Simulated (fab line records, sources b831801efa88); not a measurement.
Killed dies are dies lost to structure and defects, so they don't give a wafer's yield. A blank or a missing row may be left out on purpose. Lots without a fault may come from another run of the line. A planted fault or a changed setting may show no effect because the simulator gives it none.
Which tool did it? | flow sky130 | 6 lots, 18 wafers sampled, at 1 step of a route of 708

WHAT THE GAUGES READ, wafer by wafer
SKY_SD_N_RS_MEAS_18: measures by four-point-probe.
lot  | measured     | on            | RES_XHIGH_RS (ohm/sq)
L452 | day 29 23:24 | film_metro-02 | 332.7 334.2 332.7
L454 | day 30 20:04 | film_metro-03 | 332.2 332.5 331.4
L462 | day 33 16:30 | film_metro-02 | 331.8 331.9 330.8
L466 | day 34 12:05 | film_metro-01 | 333.5 335.0 335.2
L468 | day 35 03:58 | film_metro-02 | 332.9 333.1 333.5
L472 | day 36 03:39 | film_metro-03 | 334.0 333.5 332.8

WHICH TOOL RAN EACH LOT (tool, then ch and the chambers of the sampled wafers, then the start)
The record holds no process step before these readings.

THE ANSWER, worked out from the rows above alone
Rule: what is usual is taken from the lots themselves. Put in order of their means at a reading, lots are off if they are a third of the lots or fewer, leave a main group of 4 or more, and stand apart from it by a gap of 3 or more times the standard deviation of the main group's means; of several such gaps the widest counts. A main group whose means are all the same, to the digits that the tables above print for the reading, isn't used. A lot without any number at a reading at which 4 lots or more have one is off too. The other lots that the step has rows for count as sound.
No lot is off at any reading shown: from this, nothing can be told.

WHAT THE SIMULATOR HAD PUT IN
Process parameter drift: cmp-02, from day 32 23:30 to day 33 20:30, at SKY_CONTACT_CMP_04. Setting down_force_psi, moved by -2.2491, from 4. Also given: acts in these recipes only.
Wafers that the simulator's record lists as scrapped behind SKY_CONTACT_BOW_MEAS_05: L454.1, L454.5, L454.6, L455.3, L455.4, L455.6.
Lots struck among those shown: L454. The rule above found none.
